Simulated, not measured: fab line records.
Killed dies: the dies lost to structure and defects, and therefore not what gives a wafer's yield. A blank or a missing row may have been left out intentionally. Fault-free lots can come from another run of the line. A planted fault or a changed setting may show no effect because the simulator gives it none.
Which tool was responsible? -- flow sky130 -- 11 lots, 33 wafers sampled, at 3 steps of a route of 708

WHAT THE GAUGES READ, wafer by wafer
SKY_SONOS_ONO_THK_MEAS_03.
lot,measured,on,SONOS_ONO_CVD_02_THK (nm)
L932,day 12 14:28,film metro-01,10.02 10.07 10.13
L933,day 12 18:14,film metro-03,9.96 9.93 9.87
L935,day 13 08:01,film metro-03,10.04 10.11 10.16
L936,day 14 01:07,film metro-02,10.22 10.11 10.07
L937,day 14 07:20,film metro-02,10.21 10.27 10.39
L939,day 15 00:44,film metro-01,10.17 9.92 10.14
L941,day 15 20:33,film metro-02,10.11 10.10 10.26
L945,day 16 21:45,film metro-01,10.01 9.99 10.16
L950,day 18 11:55,film metro-03,7.39 7.59 7.39 7.40 7.57 7.45
L951,day 18 22:22,film metro-02,7.41 7.50 7.34 7.46 7.48 7.33
L952,day 19 06:17,film metro-03,7.44 7.45 7.51 7.38 7.49 7.64

EACH LOT AND THE TOOL THAT RAN IT (in order: tool; ch and the chambers of the sampled wafers; start)
lot,SKY_DNWELL_STRIP_08,SKY_SONOS_ONO_CVD_02
L932,"plasma asher-01 ch 0,1, day 3 20:51","lpcvd-02 ch 1, day 12 12:53"
L933,"plasma asher-04 ch 1, day 4 02:39","lpcvd-02 ch 1, day 12 17:11"
L935,"plasma asher-04 ch 0,1, day 4 11:19","lpcvd-02 ch 1, day 13 06:57"
L936,"plasma asher-04 ch 0,1, day 4 18:32","lpcvd-02 ch 0, day 14 00:03"
L937,"plasma asher-02 ch 0,1, day 4 23:11","lpcvd-02 ch 1, day 14 06:16"
L939,"plasma asher-04 ch 0,1, day 5 08:27","lpcvd-02 ch 1, day 14 23:41"
L941,"plasma asher-01 ch 0, day 6 03:54","lpcvd-02 ch 0, day 15 19:29"
L945,"plasma asher-01 ch 0,1, day 6 19:48","lpcvd-02 ch 1, day 16 20:42"
L950,"plasma asher-04 ch 0,1, day 7 22:44","lpcvd-02 ch 0, day 18 10:50"
L951,"plasma asher-04 ch 0,1, day 8 05:22","lpcvd-02 ch 1, day 18 21:17"
L952,"plasma asher-01 ch 0,1, day 8 11:18","lpcvd-02 ch 1, day 19 05:13"
- SKY_DNWELL_STRIP_08: strips in O2/N2.
- SKY_SONOS_ONO_CVD_02: deposits Si3N4 from DCS/NH3, target thk 10.5 nm, time 175 s.

WHAT THE TOOLS THEMSELVES READ (means of the sampled wafers that have a number; where no wafer has one, the mark that the record gives instead)
SKY_DNWELL_STRIP_08.
lot,tool,drypump motor current A (A),n2 flow sccm (sccm),oes product au (a.u.),strip time to endpoint s (s)
L932,plasma asher-01,5.5,299.7,0.725,37.01
L933,plasma asher-04,6.2,300.0,0.726,36.79
L935,plasma asher-04,6.3,300.1,0.725,36.88
L936,plasma asher-04,6.3,300.9,0.721,36.91
L937,plasma asher-02,5.7,300.1,0.719,36.95
L939,plasma asher-04,6.3,299.4,0.722,36.93
L941,plasma asher-01,6.5,299.5,0.720,36.94
L945,plasma asher-01,6.0,299.7,0.727,37.00
L950,plasma asher-04,6.3,300.5,0.723,36.97
L951,plasma asher-04,6.3,300.3,0.725,36.78
L952,plasma asher-01,5.5,300.4,0.720,36.97

SKY_SONOS_ONO_CVD_02.
lot,tool,zone power lower pct (%)
L932,lpcvd-02,12.16
L933,lpcvd-02,12.00
L935,lpcvd-02,11.97
L936,lpcvd-02,11.72
L937,lpcvd-02,12.11
L939,lpcvd-02,12.05
L941,lpcvd-02,11.61
L945,lpcvd-02,12.04
L950,lpcvd-02,11.61
L951,lpcvd-02,11.99
L952,lpcvd-02,11.91

THE ANSWER, worked out from the rows above alone
Rule: usual is defined by the lots themselves. The widest of any qualifying gaps counts: lots, ordered by their means at a reading, are off when they make up no more than a third of the lots, leave a main group of 4 or more, and stand apart from it by 3 or more times the standard deviation of that group's means. A main group whose means are all the same, to the digits that the tables above print for the reading, isn't used. Also off: a lot with no number at a reading for which 4 or more lots have one. Any other lot the step has rows for is counted as sound. First the gauges in route order, then the tools' own readings, where a lot's mean is used as printed above. At the first step where some lot is off, the reading lying furthest off is the one used; lots without a number count as furthest.
Off: L950, L951, L952, at SKY_SONOS_ONO_THK_MEAS_03 (SONOS_ONO_CVD_02_THK). The main group: mean 10.10 nm, standard deviation 0.098.
A tool fits if, at a process step before that reading, it ran every lot that is off, and no sound lot after the first of them. Gauges at SKY_SONOS_ONO_THK_MEAS_03: tried the same way as those tools. One candidate fits, namely lpcvd-02 at SKY_SONOS_ONO_CVD_02. A fault onset in the window from L945 (day 16 20:42, its last sound lot) to L950 (day 18 10:50, its first lot off) fits.

WHAT WAS PUT IN BY THE SIMULATOR
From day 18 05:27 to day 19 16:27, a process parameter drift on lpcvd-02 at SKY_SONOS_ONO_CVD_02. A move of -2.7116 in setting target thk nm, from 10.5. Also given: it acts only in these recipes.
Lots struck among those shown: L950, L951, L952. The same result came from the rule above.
